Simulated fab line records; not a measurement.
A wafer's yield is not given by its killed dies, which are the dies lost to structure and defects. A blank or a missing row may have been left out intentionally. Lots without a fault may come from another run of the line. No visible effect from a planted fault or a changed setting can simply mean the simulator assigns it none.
2 desks looking at one fault | flow gf180mcu | every desk sees just its own numbers, and what lay behind them comes last

== AT THE TOOL OWNER'S DESK: plasma_asher-03 ==
The tool's own readings at GF_M1_STRIP_17 (strips in O2/N2): means of the sampled wafers that have a number, for each lot that ran on this tool. Marked OUT: a lot whose mean sits more than 4 standard deviations from the usual mean, which makes it out of limits; the brackets give that distance.
Columns: A = chamber_pressure_mTorr at GF_M1_STRIP_17, usual 1500.1 mTorr; B = drypump_motor_current_A at GF_M1_STRIP_17, usual 5.5 A; C = heater_power_w at GF_M1_STRIP_17, usual 320 W; D = oes_product_au at GF_M1_STRIP_17, usual 0.556 a.u.; E = strip_time_to_endpoint_s at GF_M1_STRIP_17, usual 7.86 s
lot  | first seen here | A                        | B   | C   | D     | E
L606 | day 17 10:25    | 1500.4                   | 5.2 | 303 | 0.560 | 7.85
L608 | day 18 07:44    | 1498.3                   | 5.2 | 298 | 0.553 | 7.88
L610 | day 19 10:29    | 1499.0                   | 5.4 | 307 | 0.558 | 7.85
L616 | day 21 06:09    | 1800.5 (+99 or more) OUT | 5.4 | 306 | 0.558 | 7.56 (-7.4) OUT
L615 | day 21 11:43    | 1800.7 (+99 or more) OUT | 5.4 | 305 | 0.554 | 7.57 (-7.3) OUT
L625 | day 24 16:18    | 1499.9                   | 5.5 | 305 | 0.557 | 7.89
L626 | day 24 18:26    | 1499.8                   | 5.7 | 306 | 0.552 | 7.76
L629 | day 25 14:40    | 1500.6                   | 5.6 | 299 | 0.559 | 7.84
Finding of this desk: L615, L616 out of limits; the first was L616 at day 21 06:09, on chamber_pressure_mTorr at GF_M1_STRIP_17. In limits: L606, L608, L610, L625, L626, L629.

== FROM THE METROLOGY DESK ==
Lot by lot, what the gauges showed, no matter which tool ran the lot: averages of those sampled wafers that carry a number. Marked OUT: a lot whose mean sits more than 4 standard deviations from the usual mean, which makes it out of limits; the brackets give that distance.
Columns: A = M1_ALCU_THK at GF_M1_THK_MEAS_06, usual 451 nm; B = M1_OVL at GF_M1_OVL_MEAS_15, usual -1 nm
lot  | first seen here | A   | B
L606 | day 16 11:07    | 459 | -3
L608 | day 17 07:35    | 448 | -4
L610 | day 18 10:00    | 449 | 3
L611 | day 19 00:59    | 450 | -3
L616 | day 20 05:22    | 446 | -7
L615 | day 20 10:42    | 449 | 1
L620 | day 21 19:48    | 451 | 2
L624 | day 23 09:38    | 445 | -2
L625 | day 23 17:36    | 455 | -1
L626 | day 23 19:23    | 439 | 2
L627 | day 23 23:49    | 446 | 4
L629 | day 24 16:29    | 446 | -7
L628 | day 24 18:28    | 451 | -1
This desk's verdict: no lot among the 13 shows anything out of limits.

== PUT TOGETHER ==
The tool owner's desk had the chance to raise an alarm at day 21 06:09 on L615, L616.
From the metrology desk's view, nothing was out of limits.
The metrology desk holds a record of L615, L616, inside its limits.
GF_M1_STRIP_17 was run on plasma_asher-03 by each of the lots named.

== WHAT HAD BEEN PUT IN BY THE SIMULATOR ==
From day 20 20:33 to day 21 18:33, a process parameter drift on plasma_asher-03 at GF_M1_STRIP_17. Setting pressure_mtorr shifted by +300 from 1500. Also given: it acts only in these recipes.
Shown lots that were struck: L615, L616.
How many hours passed from the start of the fault until each desk's first out-of-limits reading: the tool owner's desk, 10.
